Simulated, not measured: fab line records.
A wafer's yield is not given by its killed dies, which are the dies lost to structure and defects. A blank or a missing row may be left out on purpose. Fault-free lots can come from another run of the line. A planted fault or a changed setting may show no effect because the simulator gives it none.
fab line records	flow sky130
record: lots: 6	wafers: 18	last-day: 50
route steps=708 shown VIA1@481 METAL2@483 PAD_OPEN@708
lots that met no fault: from a run of the same line without faults
start-h: hours from the record's first day to the start of the lot's first wafer shown	wait-h: time in hours since the lot's previous step	" unchanged from the row above	L1.1+2: a row that stands for several wafers	- no value, or no start given	* or withheld: withheld	< > ~ a bound
route shown NAME@n: a module of which the file shows steps, and the number in the route of the first	usual: mean and standard deviation over wafers with no fault	same: alike in all rows	chamber/n: place in a boat	sites: the reading at each site	_std_site: the values' standard deviation	_edge_site: the outer-site mean with the inner-site mean subtracted	radius-mm: how far each site lies from the wafer's centre	mask NAME#n: copy n	behind: the tool/chamber that last shaped the wafer	hold: what put the lot on hold/how long, in hours/how the hold closed	device: the n, p or np transistor that did not switch	end of line: the route-end tests of the same wafers	a step without rows: its recipe alone	killed: count of dies lost to structure and defects at first sort (not the wafer's yield)	map: shows each die of a wafer: x if killed, . if not, _ if none is there
set.NAME: the run value of the setting; set.NAME@STEP: its run value at that earlier step	model.NAME: the simulator's own value behind a step, which no gauge read
lots at some steps of the route; a table a step, a row a wafer
services: the hour from which a tool's chamber was out of use, counted from the record's first day as start-h (under 0 if before that day), plus the number of hours and why
== steps ==
step: SKY_VIA1_THK_MEAS_23
recipe: thk-meas-gauge: xrf	reads: W_of_VIA1_CVD_21
usual: VIA1_W_THK: 273/3.7
lot.wafer	tool	chamber	start-h	wait-h	VIA1_W_THK[nm]
L984.3	film-metro-02	-	778.11	0.1	273
L984.5	"	-	"	"	275
L984.6	"	-	"	"	278
L987.1	film-metro-04	-	806.49	0.1	272
L987.4	"	-	"	"	274
L987.5	"	-	"	"	273
L990.1	film-metro-02	-	835.95	0.1	276
L990.3	"	-	"	"	276
L990.5	"	-	"	"	274
L997.4	film-metro-04	-	910.06	0.1	262
L997.5	"	-	"	"	265
L997.6	"	-	"	"	266
L998.1	film-metro-04	-	919.82	0.1	273
L998.2	"	-	"	"	272
L998.4	"	-	"	"	274
L106.2	film-metro-04	-	963.30	0.1	275
L106.5	"	-	"	"	277
L106.6	"	-	"	"	276
step: SKY_VIA1_CMP_24
recipe: stop-on: SiO2	t-overpolish-s: 15	down-force-psi: 3.5	platen-rpm: 60	target-thk-nm: 0	pad-velocity-m-s: 0.94248
usual: motor-current-A: 11.4/0.98	overpolish-run-s: 15.000/0.008	time-to-endpoint-s: 64/3.3
lot.wafer	tool	chamber	start-h	wait-h	motor-current-A	overpolish-run-s	time-to-endpoint-s
L984.3	cmp-01	0	778.20	0.1	11.0	15.001	62
L984.6	"	3	"	"	11.2	15.001	62
L984.5	"	0	"	"	11.0	14.992	63
L987.1	cmp-01	3	806.55	0.1	11.6	15.004	64
L987.4	"	2	"	"	12.6	15.002	64
L987.5	"	3	"	"	11.4	15.017	64
L990.1	cmp-02	3	836.11	0.1	9.8	15.002	66
L990.3	"	0	"	"	12.3	14.992	65
L990.5	"	1	"	"	9.5	15.003	62
L997.4	cmp-01	1	910.24	0.2	12.5	15.001	61
L997.6	"	2	"	"	12.5	14.998	60
L997.5	"	3	"	"	11.4	14.985	64
L998.2	cmp-02	0	919.88	0.0	12.8	15.004	67
L998.4	"	1	"	"	10.2	15.012	69
L998.1	"	3	"	"	9.5	15.023	69
L106.2	cmp-02	0	963.35	0.0	12.2	15.006	63
L106.5	"	0	"	"	11.5	14.990	63
L106.6	"	1	"	"	10.1	15.002	64
step: SKY_METAL2_SPUTTER_00
recipe: material: Ti	target-thk-nm: 15	power-w: 3000	time-s: 10	chamber-pressure-pa: 0.4
step: SKY_METAL2_SPUTTER_01
recipe: material: TiN	target-thk-nm: 20	power-w: 6500	time-s: 16.7	chamber-pressure-pa: 0.4
usual: throttle-valve-pct: 29.8/1
lot.wafer	tool	chamber	start-h	wait-h	throttle-valve-pct
L984.3	pvd-sputter-04	-	778.48	0.0	28.4
L984.5	"	-	"	"	30.8
L984.6	"	-	"	"	28.2
L987.1	pvd-sputter-04	-	806.87	0.0	30.5
L987.4	"	-	"	"	28.7
L987.5	"	-	"	"	30.3
L990.1	pvd-sputter-04	-	836.34	0.0	30.8
L990.3	"	-	"	"	28.5
L990.5	"	-	"	"	28.4
L997.4	pvd-sputter-01	-	910.41	0.0	29.8
L997.5	"	-	"	"	29.8
L997.6	"	-	"	"	30.8
L998.1	pvd-sputter-04	-	920.20	0.0	28.6
L998.2	"	-	"	"	30.8
L998.4	"	-	"	"	28.2
L106.2	pvd-sputter-01	-	963.67	0.0	30.9
L106.5	"	-	"	"	31.0
L106.6	"	-	"	"	29.8
step: SKY_METAL2_SPUTTER_02
recipe: material: AlCu	target-thk-nm: 250	power-w: 10600	time-s: 13.3	chamber-pressure-pa: 0.4
step: SKY_METAL2_SPUTTER_03
recipe: material: Ti	target-thk-nm: 5	power-w: 3000	time-s: 3.3	chamber-pressure-pa: 0.4
step: SKY_METAL2_SPUTTER_04
recipe: material: TiN	target-thk-nm: 70	power-w: 6500	time-s: 58.3	chamber-pressure-pa: 0.4
usual: throttle-valve-pct: 29.8/1
lot.wafer	tool	chamber	start-h	wait-h	throttle-valve-pct
L984.3	pvd-sputter-04	-	778.55	0.0	28.2
L984.5	"	-	"	"	30.8
L984.6	"	-	"	"	28.2
L987.1	pvd-sputter-04	-	806.94	0.0	30.3
L987.4	"	-	"	"	28.5
L987.5	"	-	"	"	30.5
L990.1	pvd-sputter-04	-	836.40	0.0	30.8
L990.3	"	-	"	"	28.4
L990.5	"	-	"	"	28.3
L997.4	pvd-sputter-01	-	910.48	0.0	29.8
L997.5	"	-	"	"	29.9
L997.6	"	-	"	"	30.7
L998.1	pvd-sputter-04	-	920.27	0.0	28.4
L998.2	"	-	"	"	30.9
L998.4	"	-	"	"	28.3
L106.2	pvd-sputter-01	-	963.74	0.0	30.7
L106.5	"	-	"	"	30.8
L106.6	"	-	"	"	29.9
step: SKY_METAL2_RS_MEAS_05
recipe: thk-meas-gauge: four-point-probe	reads: TiN_of_METAL2_SPUTTER_04+Ti_of_METAL2_SPUTTER_03+AlCu_of_METAL2_SPUTTER_02+TiN_of_METAL2_SPUTTER_01+Ti_of_METAL2_SPUTTER_00
usual: METAL2_ALCU_RS: 0.1264/0.0016
lot.wafer	tool	chamber	start-h	wait-h	METAL2_ALCU_RS[ohm/sq]
L984.3	film-metro-04	-	778.63	0.1	0.1241
L984.5	"	-	"	"	0.1237
L984.6	"	-	"	"	0.1243
L987.1	film-metro-01	-	806.99	0.0	0.1255
L987.4	"	-	"	"	0.1238
L987.5	"	-	"	"	0.1250
L990.1	film-metro-04	-	836.45	0.0	0.1244
L990.3	"	-	"	"	0.1239
L990.5	"	-	"	"	0.1248
L997.4	film-metro-04	-	910.59	0.1	0.1251
L997.5	"	-	"	"	0.1262
L997.6	"	-	"	"	0.1232
L998.1	film-metro-01	-	920.31	0.0	0.1276
L998.2	"	-	"	"	0.1268
L998.4	"	-	"	"	0.1259
L106.2	film-metro-01	-	963.81	0.0	0.1263
L106.5	"	-	"	"	0.1273
L106.6	"	-	"	"	0.1291
step: SKY_METAL2_THK_MEAS_06
recipe: thk-meas-gauge: xrf	reads: AlCu_of_METAL2_SPUTTER_02
usual: METAL2_ALCU_THK: 248/3.6
lot.wafer	tool	chamber	start-h	wait-h	METAL2_ALCU_THK[nm]
L984.3	film-metro-04	-	778.73	0.1	255
L984.5	"	-	"	"	258
L984.6	"	-	"	"	254
L987.1	film-metro-01	-	807.11	0.1	252
L987.4	"	-	"	"	253
L987.5	"	-	"	"	250
L990.1	film-metro-04	-	836.57	0.1	252
L990.3	"	-	"	"	253
L990.5	"	-	"	"	250
L997.4	film-metro-04	-	910.68	0.1	251
L997.5	"	-	"	"	248
L997.6	"	-	"	"	253
L998.1	film-metro-01	-	920.43	0.1	243
L998.2	"	-	"	"	246
L998.4	"	-	"	"	246
L106.2	film-metro-01	-	963.92	0.1	249
L106.5	"	-	"	"	244
L106.6	"	-	"	"	242
step: SKY_METAL2_DEHYDRATE_07
recipe: temp-c: 200	time-s: 60
step: SKY_METAL2_HMDS_08
recipe: prime-time-s: 60	prime-temp-c: 120
step: SKY_METAL2_COAT_09
recipe: resist: BARC	temp-c: withheld	time-s: withheld	spin-rpm: 3000	resist-thk-nm: 60
step: SKY_METAL2_COAT_10
recipe: resist: KrF-thick	spin-rpm: 3000	resist-thk-nm: 450
usual: chill-plate-temp-C: 22.98/0.11	spin-speed-rpm: 2999.9/1.8
lot.wafer	tool	chamber	start-h	wait-h	chill-plate-temp-C	spin-speed-rpm	model.KrF-thick_of_METAL2_COAT_10.thk-nm
L984.3	litho-track-04	0	791	-	22.99	3001.6	450.9
L984.5	"	0	792	-	22.84	3001.8	449.7
L984.6	"	0	"	"	23.05	3000.6	450
L987.1	litho-track-03	0	819	-	22.91	2866.4	463.7
L987.4	"	0	"	"	22.90	2866.5	463.1
L987.5	"	0	"	"	23.09	2863.1	461.8
L990.1	litho-track-03	0	849	-	23.00	2862.8	460.6
L990.3	"	0	"	"	22.90	2865.2	461.1
L990.5	"	0	"	"	22.98	2864.9	463.3
L997.4	litho-track-04	0	922	-	23.25	2999.5	451.7
L997.5	"	0	"	"	23.02	3000.8	451.6
L997.6	"	0	"	"	23.00	3001.8	450.5
L998.1	litho-track-03	0	933	-	23.02	2998.8	447.1
L998.2	"	0	"	"	23.18	2998.5	447
L998.4	"	0	"	"	23.23	2998.5	446.9
L106.2	litho-track-04	0	975	-	23.00	2998.9	448
L106.5	"	0	"	"	22.88	2995.7	448.5
L106.6	"	0	976	-	22.79	2999.3	449.3
step: SKY_METAL2_SOFTBAKE_11
recipe: temp-c: 100	time-s: 90	resist: KrF-thick
step: SKY_METAL2_EXPOSE_12
recipe: mask-id: MM2	na: 0.8	source-shape: annular	sigma-inner: 0.55	sigma-outer: 0.85	target-cd-nm: 140	dose-mj: 28
step: SKY_METAL2_PEB_13
recipe: peb-temp-c: withheld	peb-time-s: withheld	resist: KrF-thick
step: SKY_METAL2_DEVELOP_14
recipe: develop-time-s: 60	resist: KrF-thick	dev-temp-c: 21
step: SKY_METAL2_CD_MEAS_15
recipe: target-cd-nm: 140
usual: cd-nm: 140.1/1.6
lot.wafer	tool	chamber	start-h	wait-h	cd-nm
L984.3	cd-sem-02	-	805.07	-	139.4
L984.5	"	-	"	"	140.5
L984.6	"	-	"	"	140.6
L987.1	cd-sem-01	-	833.28	-	140.3
L987.4	"	-	"	"	140.6
L987.5	"	-	"	"	139.7
L990.1	cd-sem-02	-	862.49	-	142.0
L990.3	"	-	"	"	141.7
L990.5	"	-	"	"	139.7
L997.4	cd-sem-01	-	935.90	-	140.1
L997.5	"	-	"	"	140.1
L997.6	"	-	"	"	140.0
L998.1	cd-sem-02	-	945.44	-	138.0
L998.2	"	-	"	"	139.5
L998.4	"	-	"	"	137.2
L106.2	cd-sem-02	-	987.35	-	138.0
L106.5	"	-	"	"	139.0
L106.6	"	-	"	"	138.8
step: SKY_METAL2_OVL_MEAS_16
usual: METAL2_OVL: 5/5.6
lot.wafer	tool	chamber	start-h	wait-h	METAL2_OVL[nm]
L984.3	overlay-02	-	805.16	0.1	-2
L984.5	"	-	"	"	1
L984.6	"	-	"	"	11
L987.1	overlay-02	-	833.40	0.1	0
L987.4	"	-	"	"	8
L987.5	"	-	"	"	8
L990.1	overlay-02	-	862.61	0.1	1
L990.3	"	-	"	"	5
L990.5	"	-	"	"	3
L997.4	overlay-01	-	935.98	0.1	-2
L997.5	"	-	"	"	-4
L997.6	"	-	"	"	3
L998.1	overlay-01	-	945.56	0.1	2
L998.2	"	-	"	"	2
L998.4	"	-	"	"	2
L106.2	overlay-02	-	987.46	0.1	3
L106.5	"	-	"	"	12
L106.6	"	-	"	"	4
step: SKY_METAL2_DESCUM_17
recipe: chemistry: O2	source-power-w: 150	bias-power-w: 0	pressure-mtorr: 10	temp-c: 40	time-s: 8
usual: chamber-pressure-mTorr: 10.001/0.0094	drypump-motor-current-A: 5.97/0.3	oes-product-au: 1.003/0.012
lot.wafer	tool	chamber	start-h	wait-h	chamber-pressure-mTorr	drypump-motor-current-A	oes-product-au	rf-hours-counter-h
L984.3	rie-metal-03	1	805.20	0.0	10.014	5.61	1.005	-
L984.5	"	0	"	"	9.993	6.15	1.024	-
L984.6	"	1	"	"	10.008	5.63	1.008	-
L987.1	rie-metal-02	1	833.44	0.0	9.996	5.68	0.989	0
L987.4	"	0	"	"	10.011	6.23	0.997	-
L987.5	"	1	"	"	9.998	5.69	0.984	-
L990.1	rie-metal-03	1	862.65	0.0	10.004	5.61	0.997	7
L990.3	"	0	"	"	10.017	6.21	1.024	-
L990.5	"	1	"	"	9.997	5.62	0.999	-
L997.4	rie-metal-01	0	936.01	0.0	9.991	6.41	1.009	-
L997.5	"	0	"	"	10.000	6.43	1.003	-
L997.6	"	1	"	"	10.010	5.76	0.995	-
L998.1	rie-metal-02	1	945.60	0.0	9.999	5.70	0.988	7
L998.2	"	0	"	"	10.003	6.24	0.998	13
L998.4	"	1	"	"	10.002	5.67	0.996	-
L106.2	rie-metal-01	0	987.50	0.0	9.987	6.35	1.002	-
L106.5	"	0	"	"	10.013	6.38	1.011	-
L106.6	"	0	"	"	9.998	6.38	1.012	-
step: SKY_METAL2_ETCH_18
recipe: chemistry: N2/H2	target: BARC	ion-energy-ev: 200	bias-w: 100	pressure-mtorr: 30	n2-flow-sccm: 100	h2-flow-sccm: 200	icp-w: 500	stop-on: SiO2	time-s: 45.9	target-depth-a: 600
usual: chamber-pressure-mTorr: 30.000/0.027	drypump-motor-current-A: 6.0/0.3	oes-product-au: 0.855/0.005	throttle-valve-pct: 13.225/0.0096
lot.wafer	tool	chamber	start-h	wait-h	chamber-pressure-mTorr	drypump-motor-current-A	oes-product-au	rf-hours-counter-h	throttle-valve-pct
L984.3	rie-metal-03	1	805.24	0.0	29.994	5.6	0.860	-	13.222
L984.5	"	0	"	"	29.998	6.2	0.844	-	13.246
L984.6	"	1	"	"	30.009	5.6	0.853	-	13.218
L987.1	rie-metal-02	1	833.47	0.0	30.012	5.7	0.850	0	13.227
L987.4	"	0	"	"	30.065	6.2	0.861	-	13.218
L987.5	"	1	"	"	29.987	5.7	0.848	-	13.237
L990.1	rie-metal-03	1	862.68	0.0	29.999	5.6	0.848	7	13.233
L990.3	"	0	"	"	29.980	6.2	0.848	-	13.223
L990.5	"	1	"	"	30.015	5.6	0.856	-	13.226
L997.4	rie-metal-01	0	936.05	0.0	29.986	6.4	0.865	-	13.239
L997.5	"	0	"	"	30.022	6.4	0.855	-	13.223
L997.6	"	1	"	"	29.952	5.8	0.855	-	13.230
L998.1	rie-metal-02	1	945.63	0.0	30.025	5.7	0.853	7	13.218
L998.2	"	0	"	"	30.014	6.2	0.861	13	13.240
L998.4	"	1	"	"	30.003	5.7	0.859	-	13.221
L106.2	rie-metal-01	0	987.57	0.1	29.979	6.4	0.858	-	13.236
L106.5	"	0	"	"	29.972	6.4	0.860	-	13.220
L106.6	"	0	"	"	30.026	6.4	0.855	-	13.224
step: SKY_METAL2_METAL_ETCH_19
recipe: target-depth-a: 3600	stop-on: SiO2	over-etch-frac: 0.3	time-s: 78	chemistry: Cl2/BCl3	resist-sidewall-deg: 88	pressure-mtorr: 10	icp-w: 900	bias-w: 50.31	Cl2_flow_sccm: 60	bcl3-flow-sccm: 30
usual: chamber-pressure-mTorr: 10.000/0.0093	drypump-motor-current-A: 5.97/0.3	oes-product-au: 0.856/0.0054	throttle-valve-pct: 22.264/0.0088
lot.wafer	tool	chamber	start-h	wait-h	chamber-pressure-mTorr	drypump-motor-current-A	oes-product-au	rf-hours-counter-h	throttle-valve-pct	model.KrF-thick_of_METAL2_COAT_10.thk-nm
L984.3	rie-metal-03	1	805.31	0.1	9.998	5.61	0.856	-	22.265	155.5
L984.5	"	0	"	"	10.004	6.20	0.851	-	22.279	145.7
L984.6	"	1	"	"	9.998	5.62	0.865	-	22.271	155
L987.1	rie-metal-02	1	833.53	0.0	9.999	5.68	0.859	0	22.246	173.3
L987.4	"	0	"	"	10.006	6.22	0.857	-	22.263	170
L987.5	"	1	"	"	9.992	5.69	0.863	-	22.265	172.3
L990.1	rie-metal-03	1	862.74	0.0	10.029	5.62	0.861	7	22.263	161.6
L990.3	"	0	"	"	10.002	6.19	0.856	-	22.250	151.5
L990.5	"	1	"	"	9.984	5.62	0.861	-	22.267	166.3
L997.4	rie-metal-01	0	936.12	0.1	9.995	6.40	0.861	-	22.260	159.8
L997.5	"	0	"	"	9.999	6.39	0.859	-	22.263	157.3
L997.6	"	1	"	"	10.000	5.72	0.846	-	22.250	160.7
L998.1	rie-metal-02	1	945.69	0.0	10.008	5.68	0.850	7	22.261	154.3
L998.2	"	0	"	"	10.002	6.18	0.859	13	22.251	154.7
L998.4	"	1	"	"	9.985	5.68	0.853	-	22.271	154.6
L106.2	rie-metal-01	0	987.71	0.1	9.998	6.43	0.857	-	22.277	147.8
L106.5	"	0	"	"	9.990	6.45	0.854	-	22.255	151.6
L106.6	"	0	"	"	9.994	6.44	0.851	-	22.265	151.7
step: SKY_METAL2_STRIP_20
recipe: chemistry: O2/N2	power-w: 1400	pressure-mtorr: 1500	platen-temp-c: withheld	o2-flow-sccm: 3000	n2-flow-sccm: 300	overash-fraction: 0.5
step: SKY_PAD_OPEN_PROBE_99
usual: defect-limited-yield: 82.3/1.9	killed_at_M0_to_M3: 44/7.6	killed_at_M4_up: 3.2/1.7	killed-at-contacts: 24/5.7	killed-at-front-end: 16/3.9	killed-at-other: 0.2/0.45	killed-dies: 87/9.5	killed-open: 47/6.9	killed-short: 40/5.8	sort_bin_3_pad_short: 0.9/0.4	sort_bin_5_function: 10.4/1.4	sort_bin_6_memory: 6.4/1.1	sort-n-pass: 405/9.5	sort-yield-pct: 82.3/1.9
same: gross-dies: 492	killed-at-back-side: 0	sort_bin_4_leakage[%]: 0	sort_bin_8_speed[%]: 0
lot.wafer	tool	chamber	start-h	wait-h	defect-limited-yield[%]	killed_at_M0_to_M3	killed_at_M4_up	killed-at-contacts	killed-at-front-end	killed-at-other	killed-dies	killed-open	killed-short	sort_bin_3_pad_short[%]	sort_bin_5_function[%]	sort_bin_6_memory[%]	sort-n-pass	sort-yield-pct[%]
L984.3	prober-02	-	1061.82	0.2	85.0	32	1	30	10	1	74	38	36	0.4	9.6	5.1	418	85.0
L984.5	prober-02	-	1061.92	0.2	83.9	29	1	36	13	0	79	36	43	1.8	8.7	5.5	413	83.9
L984.6	prober-02	-	1061.97	0.2	80.9	52	1	25	16	0	94	41	53	0.8	11.6	6.7	398	80.9
L987.1	prober-02	-	1085.31	0.1	80.5	60	4	20	11	1	96	56	40	1.0	12.2	6.3	396	80.5
L987.4	prober-02	-	1085.46	0.2	79.7	59	4	21	16	0	100	52	48	1.0	10.4	8.9	392	79.7
L987.5	prober-02	-	1085.51	0.2	81.1	46	1	39	7	0	93	56	37	1.2	12.8	4.9	399	81.1
L990.1	prober-01	-	1107.02	0.1	80.7	43	2	34	15	1	95	55	40	0.4	11.6	7.3	397	80.7
L990.3	prober-01	-	1107.12	0.2	84.3	42	1	24	10	0	77	47	30	0.8	9.6	5.3	415	84.3
L990.5	prober-01	-	1107.22	0.2	82.1	52	3	25	8	0	88	49	39	1.4	10.4	6.1	404	82.1
L997.4	prober-02	-	1163.32	0.2	79.3	42	4	32	23	1	102	68	34	0.6	13.0	7.1	390	79.3
L997.5	prober-02	-	1163.37	0.2	79.9	47	5	27	20	0	99	46	53	0.4	11.4	8.3	393	79.9
L997.6	prober-02	-	1163.42	0.2	79.7	54	2	30	14	0	100	56	44	1.2	12.4	6.7	392	79.7
L998.1	prober-01	-	1174.16	0.1	82.7	44	0	23	18	0	85	45	40	0.8	11.2	5.3	407	82.7
L998.2	prober-01	-	1174.21	0.1	81.7	52	1	24	13	0	90	46	44	1.0	12.4	4.9	402	81.7
L998.4	prober-01	-	1174.31	0.2	84.3	40	2	22	13	0	77	39	38	1.4	9.3	4.9	415	84.3
L106.2	prober-01	-	1198.41	0.1	84.6	33	5	23	15	0	76	35	41	1.2	9.6	4.7	416	84.6
L106.5	prober-01	-	1198.56	0.2	82.9	42	6	22	14	0	84	39	45	1.2	10.8	5.1	408	82.9
L106.6	prober-01	-	1198.61	0.2	82.9	39	4	22	19	0	84	45	39	0.6	9.6	6.9	408	82.9
killed by level:class
L984.3 CONTACT:geometric-particle:open=11 VIA1:geometric-particle:open=9 CONTACT:geometric-particle:short=8 LI_CONTACT:geometric-particle:open=6 VIA2:geometric-particle:short=5 VIA3:geometric-particle:open=5 POLY_GATE:geometric-particle:short=4 LOCAL_INTERCONNECT:geometric-particle:short=4
L984.5 CONTACT:geometric-particle:open=12 CONTACT:geometric-particle:short=10 LOCAL_INTERCONNECT:geometric-particle:short=7 VIA1:geometric-particle:open=6 VIA3:geometric-particle:open=6 LI_CONTACT:geometric-particle:open=5 FIELD_ISO:geometric-particle:short=4 METAL2:geometric-particle:short=4
L984.6 METAL2:geometric-particle:short=11 VIA3:geometric-particle:open=8 LOCAL_INTERCONNECT:geometric-particle:short=7 CONTACT:geometric-particle:short=7 CONTACT:geometric-particle:open=7 VIA1:geometric-particle:open=7 VIA1:geometric-particle:short=7 VIA2:geometric-particle:open=6
L987.1 VIA1:geometric-particle:open=21 VIA1:geometric-particle:short=7 VIA3:geometric-particle:open=6 FIELD_ISO:geometric-particle:short=5 LI_CONTACT:geometric-particle:open=5 CONTACT:geometric-particle:short=5 VIA3:geometric-particle:short=5 VIA2:geometric-particle:open=5
L987.4 VIA1:geometric-particle:open=17 VIA3:geometric-particle:open=11 VIA1:geometric-particle:short=8 LOCAL_INTERCONNECT:geometric-particle:short=7 POLY_GATE:geometric-particle:open=6 VIA2:geometric-particle:short=6 FIELD_ISO:geometric-particle:short=5 CONTACT:geometric-particle:open=5
L987.5 CONTACT:geometric-particle:open=12 LI_CONTACT:geometric-particle:open=11 VIA1:geometric-particle:open=11 VIA3:geometric-particle:open=9 VIA2:geometric-particle:open=7 CONTACT:geometric-particle:short=6 LOCAL_INTERCONNECT:geometric-particle:short=5 METAL2:geometric-particle:short=5
L990.1 CONTACT:geometric-particle:open=17 VIA2:geometric-particle:open=9 VIA1:geometric-particle:open=9 CONTACT:geometric-particle:short=7 VIA1:geometric-particle:short=7 LI_CONTACT:geometric-particle:open=5 FIELD_ISO:geometric-particle:open=4 LOCAL_INTERCONNECT:geometric-particle:short=4
L990.3 CONTACT:geometric-particle:open=13 VIA1:geometric-particle:open=9 VIA3:geometric-particle:open=9 LI_CONTACT:geometric-particle:open=6 METAL1:geometric-particle:short=6 FIELD_ISO:geometric-particle:short=4 VIA2:geometric-particle:open=4 METAL2:geometric-particle:short=4
L990.5 VIA1:geometric-particle:open=21 CONTACT:geometric-particle:open=11 CONTACT:geometric-particle:short=7 METAL1:geometric-particle:short=6 METAL2:geometric-particle:short=6 LI_CONTACT:geometric-particle:open=4 VIA1:geometric-particle:short=4 VIA3:geometric-particle:open=4
L997.4 LI_CONTACT:geometric-particle:open=11 CONTACT:geometric-particle:open=10 VIA1:geometric-particle:open=9 FIELD_ISO:geometric-particle:open=7 VIA2:geometric-particle:open=7 FIELD_ISO:geometric-particle:short=6 VIA3:geometric-particle:open=6 METAL1:geometric-particle:short=5
L997.5 VIA1:geometric-particle:open=15 CONTACT:geometric-particle:open=8 VIA2:geometric-particle:open=7 METAL2:geometric-particle:short=7 LOCAL_INTERCONNECT:geometric-particle:short=6 FIELD_ISO:geometric-particle:short=5 POLY_GATE:geometric-particle:short=5 CONTACT:geometric-particle:short=5
L997.6 LI_CONTACT:geometric-particle:open=11 VIA3:geometric-particle:open=11 CONTACT:geometric-particle:open=9 VIA1:geometric-particle:open=9 METAL2:geometric-particle:short=8 LOCAL_INTERCONNECT:geometric-particle:short=7 VIA3:geometric-particle:short=6 POLY_GATE:geometric-particle:short=5
L998.1 METAL1:geometric-particle:short=9 VIA1:geometric-particle:open=9 FIELD_ISO:geometric-particle:short=7 CONTACT:geometric-particle:open=7 VIA3:geometric-particle:open=7 VIA2:geometric-particle:open=6 LI_CONTACT:geometric-particle:open=6 CONTACT:geometric-particle:short=5
L998.2 VIA1:geometric-particle:open=12 METAL2:geometric-particle:short=10 VIA2:geometric-particle:open=8 LI_CONTACT:geometric-particle:open=6 CONTACT:geometric-particle:open=6 LI_CONTACT:geometric-particle:short=5 POLY_GATE:geometric-particle:open=5 LOCAL_INTERCONNECT:geometric-particle:short=5
L998.4 CONTACT:geometric-particle:open=11 VIA1:geometric-particle:open=7 METAL2:geometric-particle:short=7 METAL1:geometric-particle:short=6 VIA3:geometric-particle:open=6 LI_CONTACT:geometric-particle:open=5 FIELD_ISO:geometric-particle:short=4 LOCAL_INTERCONNECT:geometric-particle:short=4
L106.2 VIA1:geometric-particle:open=9 CONTACT:geometric-particle:open=8 POLY_GATE:geometric-particle:short=6 CONTACT:geometric-particle:short=6 METAL2:geometric-particle:short=5 LOCAL_INTERCONNECT:geometric-particle:short=4 METAL1:geometric-particle:short=4 POLY_GATE:geometric-particle:open=3
L106.5 CONTACT:geometric-particle:open=8 VIA1:geometric-particle:open=7 METAL2:geometric-particle:short=7 VIA2:geometric-particle:open=6 LOCAL_INTERCONNECT:geometric-particle:short=6 METAL1:geometric-particle:short=5 FIELD_ISO:geometric-particle:short=4 VIA2:geometric-particle:short=4
L106.6 VIA3:geometric-particle:open=9 VIA1:geometric-particle:open=7 POLY_GATE:geometric-particle:open=6 CONTACT:geometric-particle:short=6 FIELD_ISO:geometric-particle:open=5 LI_CONTACT:geometric-particle:open=5 CONTACT:geometric-particle:open=5 VIA1:geometric-particle:short=5
== services ==
tool	chamber	start-h	hours	kind
cmp-02	-	768.45	0.9	repair
rie-metal-03	0	781.50	-	clean
rie-metal-03	0	781.50	17.8	scheduled-down
pvd-sputter-01	-	785.73	0.7	repair
rie-metal-03	-	812.61	0.6	repair
pvd-sputter-04	1	825.00	-	consumable-replace:kit
pvd-sputter-04	1	825.00	18.0	scheduled-down
pvd-sputter-04	1	825.00	18.0	vent-cycle
cmp-01	-	834.46	2.1	repair
pvd-sputter-01	-	836.39	6.2	repair
cmp-02	-	842.96	2.3	repair
rie-metal-02	0	847.39	5.1	repair
pvd-sputter-04	-	890.21	0.9	repair
pvd-sputter-04	-	890.26	5.2	repair
pvd-sputter-04	-	894.11	5.4	repair
cmp-02	-	908.45	4.9	repair
cmp-02	-	913.36	4.0	pm
cmp-01	-	922.08	0.5	repair
cmp-02	-	923.62	8.3	pm
rie-metal-01	-	943.71	0.4	repair
rie-metal-03	-	955.18	0.6	repair
pvd-sputter-04	-	971.67	4.9	repair
pvd-sputter-01	-	979.70	3.2	repair
rie-metal-01	1	984.98	6.7	repair
== key ==
first-sign: step: SKY_METAL2_COAT_10	reading: spin-speed-rpm	direction: down	sigmas: 75	usual: 2999.9	struck: 2864.8
effect none on later readings
model-effect: step: SKY_METAL2_COAT_10	value: KrF-thick_of_METAL2_COAT_10.thk-nm	without: 451.7	struck: 462.3
model-effect: step: SKY_METAL2_METAL_ETCH_19	value: KrF-thick_of_METAL2_COAT_10.thk-nm	without: 155.3	struck: 165.8
met-at SKY_METAL2_COAT_10
struck-wafers L987.1,L987.4,L987.5,L990.1,L990.3,L990.5
fault: kind: process-parameter-drift	tool: litho-track-03	chamber: -	onset-h: 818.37	steps: SKY_METAL2_COAT_10	channel: spin-rpm	offset: -135.02	shape: step	end-h: 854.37	acts-in: these-recipes-only	stated: 3000
